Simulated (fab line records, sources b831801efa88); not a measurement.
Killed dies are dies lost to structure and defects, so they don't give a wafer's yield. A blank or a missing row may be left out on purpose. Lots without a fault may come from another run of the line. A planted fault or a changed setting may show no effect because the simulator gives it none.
Chamber matching | flow sky130 | SKY_VIA4_CMP_21 on cmp-02: 4 sister chambers
The step polishes, stops on SiO2, t overpolish 25 s, target thk 0 nm. 8 wafers are shown with their chamber, then 7 later ones without.

WAFERS WITH THEIR CHAMBER
wafer  | chamber | motor_current_A (A) | overpolish_run_s (s)
L990.6 | 3       | 9.6                 | 25.009
L994.4 | 2       | 12.7                | 25.006
L996.6 | 0       | 10.5                | 25.000
L997.3 | 1       | 12.2                | 25.006
L997.4 | 3       | 8.6                 | 25.001
L997.5 | 1       | 11.8                | 25.000
L100.4 | 2       | 12.2                | 25.018
L100.5 | 0       | 10.5                | 24.995

WAFERS WITHOUT THEIR CHAMBER
wafer  | motor_current_A (A) | overpolish_run_s (s)
L100.6 | 12.0                | 24.992
L108.1 | 9.7                 | 24.989
L108.2 | 12.3                | 24.992
L108.4 | 12.4                | 24.990
L109.2 | 10.6                | 24.998
L109.4 | 12.3                | 25.005
L109.6 | 9.0                 | 25.004

WHICH CHAMBER EACH WENT THROUGH
wafer  | from the rows above          | in truth
L100.6 | can't be placed: 1 or 2 or 0 | 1
L108.1 | can't be placed: 0 or 3      | 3
L108.2 | can't be placed: 1 or 2      | 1
L108.4 | can't be placed: 1 or 2      | 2
L109.2 | 0                            | 0
L109.4 | can't be placed: 1 or 2      | 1
L109.6 | 3                            | 3
Placed correctly: 2 of 7. Can't be placed from these rows: 5 (the true chamber is among the candidates in 5). Placed wrongly: 0.
How it was worked out, from the rows above alone: a wafer's distance from a chamber is the root of the sum, over the readings, of the square of ((its reading less the chamber's mean) divided by the reading's scatter). The wafer belongs to the nearest chamber; if the next one is less than 2 further off, it can't be placed. A chamber's mean is the mean of its shown wafers. The scatter: the root of (the sum of the squares of (reading less its chamber's mean) over the shown wafers, divided by (wafers less chambers)).
